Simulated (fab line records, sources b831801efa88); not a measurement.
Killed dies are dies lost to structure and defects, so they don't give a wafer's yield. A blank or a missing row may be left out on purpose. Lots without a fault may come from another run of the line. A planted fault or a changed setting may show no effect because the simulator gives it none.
A struck lot beside a sound one | flow gf180mcu | 15 steps out of a route of 602
Sound: wafers L735.2, L735.3, L735.6. Struck: wafers L743.3, L743.4. (L743.1 of the same lot was not struck and is left out.) The cause comes at the end.
At each step with rows: each side's tool, then ch and its chambers, then its first start. Under that, the readings that differ: sound wafers | struck wafers | difference of the means | sigmas: that difference in standard deviations of wafers without a fault.
alike: readings whose means differ by less than 2 such deviations, and words and numbers that are the same on both sides. not compared: withheld readings, readings that some wafer has no value for, bounds like >300 that may hide the same value, and numbers for which the record gives no deviation and whose values overlap.
The two part at a step that has a row with sigmas, a row that says differs or no value, or rows on one side only. Numbers that don't overlap but have no deviation are shown without sigmas and don't part them. A reading that every wafer of one side lacks parts them only if that side has two wafers or more.

GF_HV_LDD_CD_MEAS_46: target cd 400 nm.
  sound on cd_sem-01, day 12 22:40; struck on cd_sem-02, day 16 08:07
  reading    | sound             | struck      | difference | sigmas
  cd_nm (nm) | 406.5 403.8 404.5 | 393.3 392.7 | -11.9      | -5
GF_HV_LDD_OVL_MEAS_47:
  sound on overlay-02, day 12 22:47; struck on overlay-02, day 16 08:14
  reading            | sound       | struck    | difference | sigmas
  HV_LDD_03_OVL (nm) | 1.3 3.1 1.3 | -0.8 -1.0 | -2.8       | -2
then, 1 step without rows for these wafers: GF_HV_LDD_IMPLANT_48.
GF_HV_LDD_STRIP_49: strips in O2/N2.
  sound on plasma_asher-02 ch 0,1, day 12 22:58; struck on plasma_asher-03 ch 0,1, day 16 08:25
  alike: drypump_motor_current_A, heater_power_w, n2_flow_sccm, oes_product_au, strip_time_to_endpoint_s
  not compared: rf_hours_counter_h
GF_HV_LDD_TW_MEAS_50:
  sound on film_metro-03, day 12 23:04; struck on film_metro-04, day 16 08:31
  reading     | sound       | struck  | difference | sigmas
  HV_LDD_4_TW | 570 569 573 | 583 578 | +10        | +2
then, 1 step without rows for these wafers: GF_HV_LDD_CLEAN_51 (cleans in SC1/SC2, time 150 s).
GF_HV_LDD_RTA_52: time 10 s.
  sound on rtp_anneal-01 ch 0, day 12 23:11; struck on rtp_anneal-02 ch 0, day 16 08:38
  reading            | sound          | struck    | difference | sigmas
  anneal_temp_c_max  | 1008 1009 1010 | 1002 1002 | -7         | -2
  lamp_power_pct (%) | 30.6 30.5 30.6 | 36.4 36.4 | +5.8       | +2
  alike: wafer_temp_C_max
GF_HV_LDD_RS_MEAS_53: measures by four-point-probe.
  sound on film_metro-04, day 12 23:15; struck on film_metro-01, day 16 08:42
  alike: HV_LDD_RS
then, 1 step without rows for these wafers: GF_HV_LDD_CVD_54 (deposits SiO2 from TEOS, target thk 10 nm, time 75 s).
GF_HV_LDD_THK_MEAS_55:
  sound on film_metro-04, day 13 00:23; struck on film_metro-01, day 16 09:50
  alike: HV_LDD_CVD_54_THK
then, 1 step without rows for these wafers: GF_HV_LDD_CVD_56 (deposits Si3N4 from DCS/NH3, target thk 90 nm, time 1543 s).
GF_HV_LDD_THK_MEAS_57:
  sound on film_metro-04, day 13 01:52; struck on film_metro-04, day 16 11:20
  alike: HV_LDD_CVD_56_THK
GF_HV_LDD_ETCHBACK_58: etches Si3N4 in CH3F/O2, stops on SiO2, time 100 s, target depth 90 nm.
  sound on rie_diel-01 ch 0,1,3, day 13 01:55; struck on rie_diel-03 ch 0,1, day 16 11:23
  reading                                 | sound                | struck        | difference                    | sigmas
  oes_product_au (a.u.)                   | 0.847 0.836 0.839    | 0.995 0.993   | +0.153                        | +24
  rf_fwd_power_W (W)                      | 397.5 398.9 397.5    | - -           | no value on the struck wafers |
  run_length_s (s)                        | 128.4 128.5 128.2    | 103.7 102.2   | -25.4                         | -42
  throttle_valve_pct (%)                  | 10.547 10.553 10.571 | 10.571 10.582 | +0.019                        | +2
  model.SiO2_of_HV_LDD_CVD_54.thk_nm (nm) | 7.474 7.594 7.412    | 8.176 8.13    | +0.660                        |
  alike: drypump_motor_current_A
  not compared: rf_hours_counter_h
then, 1 step without rows for these wafers: GF_NSD_DEHYDRATE_00 (time 60 s).
-- the record jumps here: 16 days lie between the struck wafers' starts before and after (it left off in module NSD and takes up again in module PASSIVATION, whose first step shown is number 602 of the route) --
GF_PASSIVATION_PROBE_99:
  the record has rows for the struck wafers here (prober-01, day 32 10:33) and none for the sound ones

WHERE THEY PART
First at GF_HV_LDD_CD_MEAS_46; last, within this record, at GF_PASSIVATION_PROBE_99.

WHY: what the simulator had put in
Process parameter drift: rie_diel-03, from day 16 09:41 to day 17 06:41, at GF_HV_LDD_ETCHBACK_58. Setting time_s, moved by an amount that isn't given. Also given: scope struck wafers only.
